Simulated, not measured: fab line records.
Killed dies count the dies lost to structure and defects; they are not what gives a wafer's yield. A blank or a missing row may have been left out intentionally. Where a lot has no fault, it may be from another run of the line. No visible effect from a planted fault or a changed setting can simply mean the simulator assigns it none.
A lot that was struck, set against a sound lot / flow gf180mcu / 37 steps out of a route of 602
Sound: the wafers L314.2, L314.5, L314.6. Struck: wafer L325.5 (left out: L325.3, L325.6 of the same lot, which were not struck); the cause appears at the end.
Per side, at each step with rows, come the tool, then ch with its chambers, and then its first start. Under that, the readings that differ: sound wafers / struck wafers / difference of the means / sigmas: that difference in standard deviations of wafers without a fault.
alike: readings with means less than 2 such deviations apart, plus words and numbers identical on both sides. not compared: withheld readings, readings lacking a value on some wafer, bounds such as >300 that could conceal the same value, and numbers that have no deviation in the record and whose values overlap.
The two part at a step that has a row with sigmas, a row that says differs or no value, or rows on one side only. Numbers that don't overlap but have no deviation are shown without sigmas and don't part them. A reading missing from all wafers of one side parts the sides only when that side holds two or more wafers.

first, 2 steps without rows for these wafers: GF_M1_PEB_12 (peb time 90 s); GF_M1_DEVELOP_13 (develop time 60 s).
GF_M1_CD_MEAS_14 targets a cd of 230 nm.
  sound: cd_sem-02 at day 20 03:42; struck: cd_sem-01 at day 23 19:49
  alike: cd_nm
GF_M1_OVL_MEAS_15:
  sound: overlay-02 at day 20 03:48; struck: overlay-02 at day 23 19:54
  alike: M1_OVL
GF_M1_METAL_ETCH_16: etches the open film in Cl2/BCl3, stops on SiO2, target depth 627.5 nm, time 104.6 s.
  sound on rie_metal-04 ch 0,1, day 20 03:50; struck on rie_metal-04 ch 0, day 23 19:58
  alike: drypump_motor_current_A, oes_product_au, throttle_valve_pct
  not compared: rf_hours_counter_h
then, 4 steps without rows for these wafers: GF_M1_STRIP_17 (strips in O2/N2); GF_M1_STRIP_18 (strips in post etch residue remover, time 1200 s); GF_M1_CLEAN_19 (cleans in DIW); GF_V1_CVD_00 (deposits SiO2, target thk 600 nm, time 100 s).
GF_V1_THK_MEAS_01:
  sound: film_metro-03 at day 20 04:34; struck: film_metro-03 at day 23 20:41
  alike: V1_CVD_00_THK
then, 1 step without rows for these wafers: GF_V1_CVD_02 (deposits SiO2 from TEOS, target thk 850 nm, time 94.851 s).
GF_V1_THK_MEAS_03:
  sound: film_metro-01 at day 20 04:42; struck: film_metro-01 at day 23 20:49
reading=V1_CVD_02_THK (nm); sound=842 850 857; struck=870; difference=+20; sigmas=+2
GF_V1_CMP_04: polishes SiO2.
  sound on cmp-01 ch 0,1,2, day 20 04:51; struck on cmp-01 ch 0, day 23 20:55
reading=time_to_endpoint_s (s); sound=78 81 87; struck=114; difference=+32; sigmas=+7
reading=model.SiO2_of_V1_CVD_02.thk_nm (nm); sound=632.1 631.7 632.2; struck=715.8; difference=+83.8; sigmas=
  alike: motor_current_A, platen_rpm, slurry_flow_ml_min
GF_V1_BOW_MEAS_05:
  sound: film_metro-03 at day 20 05:04; struck: film_metro-04 at day 23 21:12
  alike: V1_BOW
then, 8 steps without rows for these wafers: GF_V1_DEHYDRATE_06 (time 60 s); GF_V1_HMDS_07 (prime time 60 s); GF_V1_COAT_08; GF_V1_COAT_09 (resist thk 1000 nm); GF_V1_SOFTBAKE_10 (time 60 s); GF_V1_EXPOSE_11 (exposes mask Via1, target cd 260 nm); GF_V1_PEB_12 (peb time 90 s); GF_V1_DEVELOP_13 (develop time 60 s).
GF_V1_CD_MEAS_14 targets a cd of 260 nm.
  sound: cd_sem-01 at day 21 05:42; struck: cd_sem-01 at day 24 19:28
  alike: cd_nm
GF_V1_OVL_MEAS_15:
  sound: overlay-01 at day 21 05:48; struck: overlay-02 at day 24 19:34
  alike: V1_OVL
GF_V1_ETCH_16: etches BARC in N2/H2.
  sound on rie_diel-03 ch 0,3, day 21 05:50; struck on rie_diel-03 ch 0, day 24 19:35
  alike: drypump_motor_current_A, h2_flow_sccm, oes_product_au, throttle_valve_pct
GF_V1_ETCH_17: etches SiO2 in C4F8/O2/Ar, stops on TiN, target depth 630 nm.
  sound on rie_diel-03 ch 0,3; struck on rie_diel-03 ch 0
reading=oes_product_au (a.u.); sound=0.857 0.852 0.856; struck=0.918; difference=+0.063; sigmas=+14
reading=model.V1.feature_depth_nm (nm); sound=632.1 631.7 632.2; struck=715.8; difference=+83.8; sigmas=
reading=model.etch.depth_nm (nm); sound=632.1 631.7 632.2; struck=715.8; difference=+83.8; sigmas=
then, 4 steps without rows for these wafers: GF_V1_STRIP_18 (strips in O2/N2); GF_V1_STRIP_19 (strips in post etch residue remover, time 1200 s); GF_V1_CLEAN_20 (cleans in DIW); GF_V1_SPUTTER_21 (material Ti, target thk 15 nm, time 80.02 s).
GF_V1_SPUTTER_22: material TiN, target thk 10 nm, time 40 s.
  sound: pvd_sputter-01 at day 21 06:34; struck: pvd_sputter-01 at day 24 20:19
  alike: throttle_valve_pct
GF_V1_CVD_23: deposits W, target thk 350 nm, time 105.05 s.
  sound on cvd_w-01 ch 0,1, day 21 06:35; struck on cvd_w-02 ch 0, day 24 20:23
reading=heater_power_w (W); sound=810 734 823; struck=1076; difference=+287; sigmas=+2
GF_V1_RS_MEAS_24: measures by four-point-probe.
  sound: film_metro-01 at day 21 06:44; struck: film_metro-01 at day 24 20:30
  alike: V1_W_RS
GF_V1_THK_MEAS_25: measures by xrf.
  sound: film_metro-01 at day 21 06:50; struck: film_metro-01 at day 24 20:36
  alike: V1_W_THK
GF_V1_CMP_26: polishes, stops on SiO2, t overpolish 15 s, target thk 0 nm.
  sound on cmp-02 ch 0,2,3, day 21 07:02; struck on cmp-02 ch 3, day 24 20:48
reading=model.SiO2_of_V1_CVD_02.thk_nm (nm); sound=628.3 628 628.5; struck=712.1; difference=+83.8; sigmas=
  alike: motor_current_A, platen_rpm, slurry_flow_ml_min
GF_M2_SPUTTER_00: material Ti, target thk 37.5 nm, time 150 s.
  sound: pvd_sputter-02 at day 21 07:11; struck: pvd_sputter-02 at day 24 21:03
  alike: substrate_temp_c, throttle_valve_pct
-- the record jumps here: 9 days lie between the struck wafers' starts before and after (it left off in module M2 and takes up again in module PASSIVATION, whose first step shown is number 602 of the route) --
GF_PASSIVATION_PROBE_99:
  record: rows for the struck wafers here (prober-01, day 34 06:14), none for the sound ones

== WHERE THEY PART ==
At GF_V1_THK_MEAS_03 first; at GF_PASSIVATION_PROBE_99 last (within this record only).

WHY: whatever the simulator had introduced
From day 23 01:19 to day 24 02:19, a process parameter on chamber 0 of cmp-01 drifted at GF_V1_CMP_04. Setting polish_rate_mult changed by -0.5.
